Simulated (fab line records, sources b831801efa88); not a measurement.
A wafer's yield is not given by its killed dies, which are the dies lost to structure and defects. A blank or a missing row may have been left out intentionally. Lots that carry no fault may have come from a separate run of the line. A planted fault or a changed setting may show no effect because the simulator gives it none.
Which tool was responsible? / flow gf180mcu / 39 wafers from 13 lots sampled at 4 of the route's 602 steps

== WHAT EACH GAUGE READ, for each wafer ==
GF_V1_THK_MEAS_01. Usual: for V1_CVD_00_THK the level is 598 nm and the standard deviation is 6.5.
lot=L590; measured=day 17 12:34; on=filmMetro-02; V1_CVD_00_THK (nm)=593 599 605; flag=
lot=L591; measured=day 17 23:11; on=filmMetro-03; V1_CVD_00_THK (nm)=602 598 601; flag=
lot=L592; measured=day 18 01:32; on=filmMetro-03; V1_CVD_00_THK (nm)=607 604 615; flag=
lot=L593; measured=day 18 17:54; on=filmMetro-03; V1_CVD_00_THK (nm)=593 595 597; flag=
lot=L594; measured=day 19 01:17; on=filmMetro-04; V1_CVD_00_THK (nm)=581 595 584; flag=
lot=L595; measured=day 19 11:55; on=filmMetro-03; V1_CVD_00_THK (nm)=600 599 592; flag=
lot=L596; measured=day 19 17:28; on=filmMetro-04; V1_CVD_00_THK (nm)=604 600 602; flag=
lot=L599; measured=day 20 23:43; on=filmMetro-02; V1_CVD_00_THK (nm)=604 601 608; flag=
lot=L600; measured=day 21 10:08; on=filmMetro-04; V1_CVD_00_THK (nm)=602 597 592; flag=
lot=L601; measured=day 21 20:41; on=filmMetro-04; V1_CVD_00_THK (nm)=608 606 601; flag=
lot=L602; measured=day 22 02:18; on=filmMetro-03; V1_CVD_00_THK (nm)=603 592 598; flag=
lot=L608; measured=day 23 23:13; on=filmMetro-02; V1_CVD_00_THK (nm)=588 597 593; flag=
lot=L612; measured=day 25 02:44; on=filmMetro-03; V1_CVD_00_THK (nm)=598 598 599; flag=

GF_V1_THK_MEAS_03. Usual: for V1_CVD_02_THK the level is 849 nm and the standard deviation is 11.
lot=L590; measured=day 17 12:41; on=filmMetro-03; V1_CVD_02_THK (nm)=831 851 853; flag=
lot=L591; measured=day 17 23:19; on=filmMetro-04; V1_CVD_02_THK (nm)=843 860 828; flag=
lot=L592; measured=day 18 01:40; on=filmMetro-02; V1_CVD_02_THK (nm)=831 841 853; flag=
lot=L593; measured=day 18 18:02; on=filmMetro-04; V1_CVD_02_THK (nm)=848 844 844; flag=
lot=L594; measured=day 19 01:25; on=filmMetro-03; V1_CVD_02_THK (nm)=851 854 857; flag=
lot=L595; measured=day 19 12:02; on=filmMetro-04; V1_CVD_02_THK (nm)=827 858 839; flag=
lot=L596; measured=day 19 17:35; on=filmMetro-03; V1_CVD_02_THK (nm)=851 841 852; flag=
lot=L599; measured=day 20 23:51; on=filmMetro-02; V1_CVD_02_THK (nm)=838 856 865; flag=
lot=L600; measured=day 21 10:16; on=filmMetro-03; V1_CVD_02_THK (nm)=838 851 848; flag=
lot=L601; measured=day 21 20:49; on=filmMetro-03; V1_CVD_02_THK (nm)=852 850 848; flag=
lot=L602; measured=day 22 02:26; on=filmMetro-02; V1_CVD_02_THK (nm)=854 866 848; flag=
lot=L608; measured=day 23 23:21; on=filmMetro-02; V1_CVD_02_THK (nm)=845 857 859; flag=
lot=L612; measured=day 25 02:52; on=filmMetro-04; V1_CVD_02_THK (nm)=858 852 855; flag=

== WHICH TOOL RAN EACH LOT (tool, then ch and the chambers of the sampled wafers, then the start) ==
lot=L590; GF_MVPSD_EXPOSE_04=ilineStepper-01 ch 0, day 5 01:33; GF_CONTACT_ETCH_17=rieDiel-01 ch 1,2, day 17 12:34 or earlier
lot=L591; GF_MVPSD_EXPOSE_04=ilineStepper-02 ch 0, day 5 06:34; GF_CONTACT_ETCH_17=rieDiel-04 ch 1,2,3, day 17 23:11 or earlier
lot=L592; GF_MVPSD_EXPOSE_04=ilineStepper-01 ch 0, day 5 11:37; GF_CONTACT_ETCH_17=rieDiel-02 ch 0,1,3, day 18 01:32 or earlier
lot=L593; GF_MVPSD_EXPOSE_04=ilineStepper-01 ch 0, day 5 20:24; GF_CONTACT_ETCH_17=rieDiel-01 ch 0,1,3, day 18 17:54 or earlier
lot=L594; GF_MVPSD_EXPOSE_04=ilineStepper-02 ch 0, day 5 22:29; GF_CONTACT_ETCH_17=rieDiel-02 ch 0,1,3, day 19 01:17 or earlier
lot=L595; GF_MVPSD_EXPOSE_04=ilineStepper-01 ch 0, day 6 04:27; GF_CONTACT_ETCH_17=rieDiel-04 ch 0,1, day 19 11:55 or earlier
lot=L596; GF_MVPSD_EXPOSE_04=ilineStepper-02 ch 0, day 6 10:11; GF_CONTACT_ETCH_17=rieDiel-01 ch 0,1,2, day 19 17:28 or earlier
lot=L599; GF_MVPSD_EXPOSE_04=ilineStepper-02 ch 0, day 7 04:50; GF_CONTACT_ETCH_17=rieDiel-01 ch 0,1, day 20 23:43 or earlier
lot=L600; GF_MVPSD_EXPOSE_04=ilineStepper-02 ch 0, day 7 14:19; GF_CONTACT_ETCH_17=rieDiel-04 ch 1,3, day 21 10:08 or earlier
lot=L601; GF_MVPSD_EXPOSE_04=ilineStepper-02 ch 0, day 7 18:20; GF_CONTACT_ETCH_17=rieDiel-01 ch 1,3, day 21 20:41 or earlier
lot=L602; GF_MVPSD_EXPOSE_04=ilineStepper-02 ch 0, day 7 22:44; GF_CONTACT_ETCH_17=rieDiel-04 ch 0,1,3, day 22 02:18 or earlier
lot=L608; GF_MVPSD_EXPOSE_04=ilineStepper-01 ch 0, day 9 08:28; GF_CONTACT_ETCH_17=rieDiel-02 ch 0,1,2, day 23 23:13 or earlier
lot=L612; GF_MVPSD_EXPOSE_04=ilineStepper-02 ch 0, day 10 08:19; GF_CONTACT_ETCH_17=rieDiel-02 ch 0,1,3, day 25 02:44 or earlier
- GF_MVPSD_EXPOSE_04: exposes mask MVPSD, target cd 1000 nm.
- GF_CONTACT_ETCH_17: etches SiO2 in C4F8/O2/Ar, stops on CoSi2, target depth 860 nm.

== AS READ BY THE TOOLS THEMSELVES (means over the sampled wafers that have a number; for cases with no such wafer, the mark the record gives instead) ==
GF_MVPSD_EXPOSE_04. Usual: focusOffsetNm 0.0 nm, standard deviation 0.51.
lot=L590; tool=ilineStepper-01; focusOffsetNm (nm)=-0.4; flag=
lot=L591; tool=ilineStepper-02; focusOffsetNm (nm)=-0.1; flag=
lot=L592; tool=ilineStepper-01; focusOffsetNm (nm)=-0.1; flag=
lot=L593; tool=ilineStepper-01; focusOffsetNm (nm)=0.0; flag=
lot=L594; tool=ilineStepper-02; focusOffsetNm (nm)=-0.7; flag=
lot=L595; tool=ilineStepper-01; focusOffsetNm (nm)=0.0; flag=
lot=L596; tool=ilineStepper-02; focusOffsetNm (nm)=-0.3; flag=
lot=L599; tool=ilineStepper-02; focusOffsetNm (nm)=-0.1; flag=
lot=L600; tool=ilineStepper-02; focusOffsetNm (nm)=-0.1; flag=
lot=L601; tool=ilineStepper-02; focusOffsetNm (nm)=-0.3; flag=
lot=L602; tool=ilineStepper-02; focusOffsetNm (nm)=-0.0; flag=
lot=L608; tool=ilineStepper-01; focusOffsetNm (nm)=0.3; flag=
lot=L612; tool=ilineStepper-02; focusOffsetNm (nm)=0.2; flag=

GF_CONTACT_ETCH_17. Usual: oesProductAu 0.815 a.u., standard deviation 0.0047.
lot=L590; tool=rieDiel-01; oesProductAu (a.u.)=0.813; flag=
lot=L591; tool=rieDiel-04; oesProductAu (a.u.)=0.811; flag=
lot=L592; tool=rieDiel-02; oesProductAu (a.u.)=0.818; flag=
lot=L593; tool=rieDiel-01; oesProductAu (a.u.)=0.812; flag=
lot=L594; tool=rieDiel-02; oesProductAu (a.u.)=0.812; flag=
lot=L595; tool=rieDiel-04; oesProductAu (a.u.)=0.811; flag=
lot=L596; tool=rieDiel-01; oesProductAu (a.u.)=0.817; flag=
lot=L599; tool=rieDiel-01; oesProductAu (a.u.)=0.812; flag=
lot=L600; tool=rieDiel-04; oesProductAu (a.u.)=0.815; flag=
lot=L601; tool=rieDiel-01; oesProductAu (a.u.)=0.819; flag=
lot=L602; tool=rieDiel-04; oesProductAu (a.u.)=0.814; flag=
lot=L608; tool=rieDiel-02; oesProductAu (a.u.)=0.811; flag=
lot=L612; tool=rieDiel-02; oesProductAu (a.u.)=0.812; flag=

== THE ANSWER, worked out from the rows above alone ==
Rule: lot off if the mean of its wafers having a number is beyond 3 standard deviations from the usual mean. A lot without any number at a reading at which 4 lots or more have one is off too. Where the step has rows for the other lots, those lots are counted as sound. The gauges are gone through in route order, then the tools' own readings, and for those a lot's mean is taken as printed above. At the first step where some lot is off, the reading lying furthest off is the one used; lots without a number count as furthest.
No lot is off at any reading shown: from this, nothing can be told.

== WHAT HAD BEEN PUT IN BY THE SIMULATOR ==
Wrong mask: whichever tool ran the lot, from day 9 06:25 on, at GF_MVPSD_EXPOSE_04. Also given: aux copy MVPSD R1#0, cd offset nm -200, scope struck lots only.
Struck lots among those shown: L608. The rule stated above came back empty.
